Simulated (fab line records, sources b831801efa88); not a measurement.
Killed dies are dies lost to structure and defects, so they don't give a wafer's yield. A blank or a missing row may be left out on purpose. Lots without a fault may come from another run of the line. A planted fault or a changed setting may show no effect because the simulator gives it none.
A struck lot beside a sound one | flow sky130 | 43 steps out of a route of 708
Sound: wafers L615.1, L615.2, L615.6. Struck: wafers L627.1, L627.3, L627.6. The cause comes at the end.
At each step with rows: each side's tool, then ch and its chambers, then its first start. Under that, the readings that differ: sound wafers | struck wafers | difference of the means | sigmas: that difference in standard deviations of wafers without a fault.
alike: readings whose means differ by less than 2 such deviations, and words and numbers that are the same on both sides. not compared: withheld readings, readings that some wafer has no value for, bounds like >300 that may hide the same value, and numbers for which the record gives no deviation and whose values overlap.
The two part at a step that has a row with sigmas, a row that says differs or no value, or rows on one side only. Numbers that don't overlap but have no deviation are shown without sigmas and don't part them. A reading that every wafer of one side lacks parts them only if that side has two wafers or more.

first, 1 step without rows for these wafers: SKY_POLY_GATE_CVD_00 (deposits poly-Si, target thk 180 nm, time 720 s).
SKY_POLY_GATE_THK_MEAS_01:
  sound on film_metro-04, day 14 15:15; struck on film_metro-01, day 18 21:25
  alike: POLY_GATE_CVD_00_THK
then, 8 steps without rows for these wafers: SKY_RES_PROTECT_DEHYDRATE_00 (time 60 s); SKY_RES_PROTECT_HMDS_01 (prime time 60 s); SKY_RES_PROTECT_COAT_02 (resist thk 1140 nm); SKY_RES_PROTECT_SOFTBAKE_03 (time 60 s); SKY_RES_PROTECT_EXPOSE_04 (exposes mask RPM, target cd 1270 nm); SKY_RES_PROTECT_PEB_05; SKY_RES_PROTECT_DEVELOP_06 (develop time 60 s); SKY_POLY_GATE_IMPLANT_02.
SKY_RES_PROTECT_STRIP_07: strips in O2/N2.
  sound on plasma_asher-02 ch 0,1, day 15 18:33; struck on plasma_asher-03 ch 0,1, day 20 04:48
  alike: drypump_motor_current_A, oes_product_au, strip_time_to_endpoint_s
  not compared: rf_hours_counter_h
SKY_RES_PROTECT_TW_MEAS_08:
  sound on film_metro-03, day 15 18:39; struck on film_metro-03, day 20 04:54
  alike: POLY_GATE_TW
SKY_RES_PROTECT_CLEAN_09: cleans in SC1/SC2, time 150 s.
  sound on wet_bench-03 ch 0, day 15 18:43; struck on wet_bench-04 ch 1, day 20 04:58
then, 1 step without rows for these wafers: SKY_POLY_GATE_CVD_03 (deposits Si3N4 from DCS/NH3, target thk 75 nm, time 1290 s).
SKY_POLY_GATE_THK_MEAS_04:
  sound on film_metro-03, day 15 21:46; struck on film_metro-01, day 20 06:59
  alike: POLY_GATE_CVD_03_THK
then, 8 steps without rows for these wafers: SKY_POLY_GATE_DEHYDRATE_05 (time 60 s); SKY_POLY_GATE_HMDS_06 (prime time 60 s); SKY_POLY_GATE_COAT_07 (resist thk 110 nm); SKY_POLY_GATE_COAT_08 (resist thk 450 nm); SKY_POLY_GATE_SOFTBAKE_09 (time 90 s); SKY_POLY_GATE_EXPOSE_10 (exposes mask P1M, target cd 150 nm); SKY_POLY_GATE_PEB_11; SKY_POLY_GATE_DEVELOP_12 (develop time 60 s).
SKY_POLY_GATE_CD_MEAS_13: target cd 150 nm.
  sound on cd_sem-01, day 17 02:33; struck on cd_sem-01, day 21 14:58
  alike: cd_nm
SKY_POLY_GATE_OVL_MEAS_14:
  sound on overlay-01, day 17 02:40; struck on overlay-01, day 21 15:05
  alike: POLY_GATE_OVL
SKY_POLY_GATE_ETCH_15: etches BARC in N2/H2, stops on SiO2, time 118.5 s, target depth 110 nm.
  sound on rie_diel-03 ch 0,1,3, day 17 02:43; struck on rie_diel-04 ch 2,3, day 21 15:07
  alike: drypump_motor_current_A, oes_product_au, throttle_valve_pct
  not compared: rf_hours_counter_h
SKY_POLY_GATE_ETCH_16: etches Si3N4 in CH3F/O2, stops on poly-Si, time 147.5 s, target depth 75 nm.
  sound on rie_diel-03 ch 0,1,3, day 17 02:47; struck on rie_diel-04 ch 2,3, day 21 15:12
  alike: drypump_motor_current_A, oes_product_au, throttle_valve_pct
  not compared: rf_hours_counter_h
SKY_POLY_GATE_ETCH_17: etches poly-Si in HBr/Cl2, stops on SiO2, target depth 180 nm, time 70.5 s.
  sound on rie_si-01 ch 1,3, day 17 02:53; struck on rie_si-01 ch 1,3, day 21 15:18
  alike: drypump_motor_current_A, oes_product_au, throttle_valve_pct
  not compared: rf_hours_counter_h
SKY_POLY_GATE_STRIP_18: strips in O2/N2.
  sound on plasma_asher-01 ch 0,1, day 17 02:56; struck on plasma_asher-03 ch 0, day 21 15:21
  alike: drypump_motor_current_A, oes_product_au, strip_time_to_endpoint_s
  not compared: rf_hours_counter_h
then, 2 steps without rows for these wafers: SKY_POLY_GATE_CLEAN_19 (cleans in SC1/SC2, time 150 s); SKY_POLY_GATE_OXIDATION_20 (stabilise 600 s, purge 300 s, target thk 4 nm).
SKY_POLY_GATE_THK_MEAS_21:
  sound on film_metro-04, day 17 05:25; struck on film_metro-04, day 21 16:45
  alike: POLY_GATE_OXIDATION_THK
SKY_POLY_GATE_CD_MEAS_22:
  sound on cd_sem-01, day 17 05:28; struck on cd_sem-01, day 21 16:49
  alike: cd_nm
then, 7 steps without rows for these wafers: SKY_LDD_N_DEHYDRATE_00 (time 60 s); SKY_LDD_N_HMDS_01 (prime time 60 s); SKY_LDD_N_COAT_02 (resist thk 300 nm); SKY_LDD_N_SOFTBAKE_03 (time 60 s); SKY_LDD_N_EXPOSE_04 (exposes mask NTM, target cd 840 nm); SKY_LDD_N_PEB_05; SKY_LDD_N_DEVELOP_06 (develop time 60 s).
SKY_LDD_N_OVL_MEAS_07:
  sound on overlay-02, day 18 11:01; struck on overlay-02, day 22 23:49
  alike: LDD_N_OVL
then, 1 step without rows for these wafers: SKY_LDD_N_IMPLANT_08.
-- the record jumps here: 26 days lie between the struck wafers' starts before and after (it left off in module LDD_N and takes up again in module PAD_OPEN, whose first step shown is number 708 of the route) --
SKY_PAD_OPEN_PROBE_99:
  sound on prober-01, day 46 12:50; struck on prober-01, day 49 11:21
  reading            | sound    | struck   | difference | sigmas
  killed_at_contacts | 43 28 28 | 18 17 24 | -13        | -2
  killed_at_other    | 0 0 0    | 50 53 51 | +51        | +99 or more
  killed_short       | 41 48 51 | 29 36 21 | -18        | -3
  alike: killed_at_M0_to_M3, killed_at_M4_up, killed_at_front_end, killed_dies, killed_open

WHERE THEY PART
Only at SKY_PAD_OPEN_PROBE_99, within this record.

WHY: what the simulator had put in
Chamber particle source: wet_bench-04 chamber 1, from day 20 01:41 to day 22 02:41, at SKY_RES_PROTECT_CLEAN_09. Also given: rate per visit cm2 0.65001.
